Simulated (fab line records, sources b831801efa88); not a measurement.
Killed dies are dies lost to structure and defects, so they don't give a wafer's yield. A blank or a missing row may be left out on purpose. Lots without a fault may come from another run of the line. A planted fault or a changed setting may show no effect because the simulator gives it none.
Problem report in the 8D (eight disciplines) form, filled by code | flow gf180mcu | the parts of the form that need people (team, actions taken, sign-off) are left out

1. THE PROBLEM
MIM_ALCU_RS at GF_MIM_RS_MEAS_10 reads a mean of 0.2634 ohm/sq on 2 wafers of 2 lots; wafers without a fault read 0.1604 ohm/sq with a standard deviation of 0.0015. That is +69 standard deviations from the usual mean.
The step: measures by four-point-probe.
First seen on wafer L547.5, day 29 01:41, on film_metro-03. The record holds 28 wafers of 10 lots with a number at this step. Rule for "out", or "out of limits": more than 4 standard deviations from the usual mean. The other wafers with a number count as sound.

2. WHAT IT IS AND WHAT IT IS NOT
question                    | is                           | is not
which readings at this step | MIM_ALCU_RS                  | -
which lots                  | L547, L549                   | L538, L539, L540, L541, L552, L555, L556, L557
which wafers of those lots  | L547.5, L549.5               | L547.4, L549.6
read on which gauges        | film_metro-03, film_metro-04 | film_metro-01
when                        | from day 29 01:41            | up to then (13 sound wafers); but 13 sound wafers of L549, L552, L555, L556, L557 came after

3. SUSPECTS, AND WHAT RULES EACH OUT
Counting: a tool at a process step up to the reading stays a suspect if it ran every lot that is out. Sound lots after the first of them don't rule it out here, since some wafers of a struck lot are sound.
- the gauge at GF_MIM_RS_MEAS_10: ruled out. The wafers that are out were read on 2 gauges (film_metro-03, film_metro-04).
- pvd_sputter-02 at GF_MIM_SPUTTER_08 (material AlCu, target thk 200 nm, time 10.6 s): kept. It ran every lot that is out, first L547 (day 29 01:34); its last sound lot up to then is L541 (day 26 15:59).
Left after counting: pvd_sputter-02 at GF_MIM_SPUTTER_08.

4. THE CAUSE (what the simulator had put in)
Process parameter drift: pvd_sputter-02, from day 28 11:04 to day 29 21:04, at GF_MIM_SPUTTER_08. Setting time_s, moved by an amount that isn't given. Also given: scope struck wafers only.
Counting left only this tool.

5. THE CHAIN OF EFFECTS, in route order
Each row: a reading whose mean over the struck wafers that have a number lies more than 3 standard deviations from the usual. Only readings for which the record gives a usual standard deviation are gone through. hours: the time from each lot's start at the first step in this table that gives one to its start at this step, as a median over the lots. sigmas: the change in usual standard deviations.
hours | step                 | reading            | usual         | on struck wafers | change  | sigmas
0     | GF_MIM_RS_MEAS_10    | MIM_ALCU_RS        | 0.1604 ohm/sq | 0.2634           | +0.1030 | +69
5     | GF_MIM_THK_MEAS_11   | MIM_ALCU_THK       | 199.7 nm      | 125.8            | -73.8   | -39
18    | GF_MIM_METAL_ETCH_19 | oes_product_au     | 0.940 a.u.    | 0.802            | -0.138  | -26
18    | GF_MIM_METAL_ETCH_19 | throttle_valve_pct | 28.283 %      | 28.446           | +0.163  | +16
The process steps in it:
- GF_MIM_METAL_ETCH_19: etches the open film in Cl2/BCl3, stops on Si3N4, target depth 324.5 nm, time 54.1 s.

6. WHAT WOULD HAVE CAUGHT IT SOONER
In this record the first reading out of limits at a measuring or inspecting step was taken at day 29 01:41, 15 hours after the fault began at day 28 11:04.
Of the tool readings at GF_MIM_SPUTTER_08 for which the record gives a usual standard deviation, none was out on any struck wafer, so an alarm limit of 4 standard deviations on them would not have fired.
Of the lots that are out (2), L549 began GF_MIM_SPUTTER_08 on pvd_sputter-02 after day 29 01:41. A hold on the tool at that time would have spared it.
